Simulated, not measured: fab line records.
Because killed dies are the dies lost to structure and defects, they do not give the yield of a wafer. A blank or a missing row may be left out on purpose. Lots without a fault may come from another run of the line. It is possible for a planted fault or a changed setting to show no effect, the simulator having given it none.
Struck lot and sound lot, side by side | flow sky130 | 13 steps out of a route of 708
Sound: wafers L805.2, L805.4, L805.6. Wafers L811.1, L811.3, L811.6 were the ones struck. The cause is given at the end.
At each step with rows: each side's tool, then ch and its chambers, then its first start. Under that, the readings that differ: sound wafers | struck wafers | difference of the means | sigmas: that difference in standard deviations of wafers without a fault.
alike: words and numbers the same on both sides, and readings whose means are apart by under 2 such deviations; not compared: readings that were withheld, readings missing a value for some wafer, numbers with overlapping values and no deviation given by the record, and bounds like >300 which may hide the same value.
A row with sigmas, a row that says differs or no value, or rows on one side alone: a step with any of these is where the two part. Numbers that don't overlap but have no deviation are shown without sigmas and don't part them. Lack of a reading on every wafer of one side parts them only where that side has two or more wafers.

SKY_NWELL_STRIP_25: strips in O2/N2.
  sound on plasma_asher-01 ch 0,1, day 7 18:43; struck on plasma_asher-01 ch 0,1, day 9 01:42
  alike: drypump_motor_current_A, oes_product_au, strip_time_to_endpoint_s
  not compared: rf_hours_counter_h
SKY_NWELL_TW_MEAS_26:
  sound on film_metro-01 at day 7 18:49; struck on film_metro-02 at day 9 01:48
  reading    | sound       | struck      | difference | sigmas
  NWELL_2_TW | 487 491 494 | 500 499 504 | +10        | +3
then, 1 step without rows for these wafers: SKY_NWELL_CLEAN_27 (cleans in SC1/SC2, time 150 s).
SKY_NWELL_RTA_28: time 30 s.
  sound on rtp_anneal-02 ch 0, day 7 18:56; struck on rtp_anneal-02 ch 0, day 9 01:55
  alike: lamp_power_pct, wafer_temp_C_max
SKY_NWELL_RS_MEAS_29: a four-point-probe measurement.
  sound on film_metro-02 at day 7 19:02; struck on film_metro-02 at day 9 02:07
  alike: NWELL_RS
SKY_NWELL_RS_MEAS_31: a four-point-probe measurement.
  sound on film_metro-02 at day 7 19:17; struck on film_metro-02 at day 9 02:21
  alike: PWDE_RS
then, 5 steps without rows for these wafers: SKY_VT_ADJUST_HVTP_DEHYDRATE_00 (time 60 s); SKY_VT_ADJUST_HVTP_HMDS_01 (prime time 60 s); SKY_VT_ADJUST_HVTP_COAT_02 (resist thk 1140 nm); SKY_VT_ADJUST_HVTP_SOFTBAKE_03 (time 60 s); SKY_VT_ADJUST_HVTP_EXPOSE_04 (exposes mask HVTPM, target cd 380 nm).
SKY_VT_ADJUST_HVTP_PEB_05:
  sound on litho_track-01 ch 0, day 8 13:44; struck on litho_track-01, day 10 00:13
  reading         | sound          | struck | difference                    | sigmas
  exhaust_pa (Pa) | 42.5 45.2 43.9 | - - -  | no value on the struck wafers |
  not compared: chill_plate_temp_C, resist_line_temp_C
then, 1 step without rows for these wafers: SKY_VT_ADJUST_HVTP_DEVELOP_06 (develop time 60 s).

## WHERE THEY PART
Earliest at SKY_NWELL_TW_MEAS_26; latest, in this record, at SKY_VT_ADJUST_HVTP_PEB_05.

WHY: whatever the simulator had introduced
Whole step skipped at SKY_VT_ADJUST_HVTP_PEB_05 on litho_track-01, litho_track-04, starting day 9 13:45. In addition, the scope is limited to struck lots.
